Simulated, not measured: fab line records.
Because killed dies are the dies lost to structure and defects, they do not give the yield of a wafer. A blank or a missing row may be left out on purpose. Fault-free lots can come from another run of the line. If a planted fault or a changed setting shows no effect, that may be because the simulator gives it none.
Matching of chambers ; flow gf180mcu ; GF_V4_CMP_04 on cmp-02 has 4 sister chambers
The step polishes SiO2. 16 wafers are shown with their chamber, then 8 later ones without.

== EACH WAFER AND ITS CHAMBER ==
wafer;chamber;motorCurrentA (A);timeToEndpointS (s);headPressurePsi (psi)
L457.1;2;12.1;77;4.003
L457.4;3;11.9;84;4.000
L457.5;1;13.8;84;3.993
L459.3;1;13.3;77;4.001
L459.4;2;12.8;75;3.991
L459.6;1;13.8;81;3.994
L458.1;3;12.5;81;3.997
L458.5;0;13.3;84;3.984
L458.6;1;14.1;97;4.003
L460.1;1;12.7;77;3.988
L460.5;0;13.0;89;3.999
L460.6;3;12.7;84;4.003
L464.1;3;12.5;74;4.005
L464.2;2;11.2;71;4.004
L464.6;3;12.5;82;4.005
L470.1;0;13.0;76;4.028

SIGNATURES (averages over the wafers above)
reading;chamber 0;chamber 1;chamber 2;chamber 3;scatter within a chamber
motorCurrentA;13.100;13.540;12.033;12.420;0.494
timeToEndpointS;83.00;83.20;74.33;81.00;6.09
headPressurePsi;4.00367;3.99580;3.99933;4.00200;0.0104
Rule: for each reading, subtract the chamber's mean from the wafer's reading, divide by that reading's scatter and square the result; add these up over the readings and take the root, which gives the wafer's distance from the chamber. If the next closest chamber is less than 2 further off than the closest, the wafer can't be placed; otherwise it belongs to the closest. The scatter: take each reading less its chamber's mean, square it, sum over the shown wafers, divide by the number of wafers less the number of chambers, and take the root.

== WAFERS WITHOUT THEIR CHAMBER ==
wafer;motorCurrentA (A);timeToEndpointS (s);headPressurePsi (psi)
L470.2;12.5;73;3.996
L470.3;13.8;77;4.007
L476.2;13.4;73;4.007
L476.4;13.7;79;4.006
L476.5;12.9;72;3.994
L477.1;12.3;72;4.013
L477.3;13.5;79;4.007
L477.5;13.4;75;4.008

== CHAMBER TAKEN BY EACH ==
wafer;from the rows above;in truth
L470.2;can't be placed: 2 or 3 or 0 or 1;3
L470.3;can't be placed: 1 or 0 or 3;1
L476.2;can't be placed: 0 or 1 or 3 or 2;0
L476.4;can't be placed: 1 or 0 or 3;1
L476.5;can't be placed: 2 or 3 or 0 or 1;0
L477.1;can't be placed: 2 or 3 or 0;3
L477.3;can't be placed: 0 or 1 or 3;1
L477.5;can't be placed: 0 or 1 or 3 or 2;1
Placed correctly: 0 of 8. Cannot be placed on the basis of these rows: 8; the candidates contain the true chamber in 8. Wrongly placed: 0.
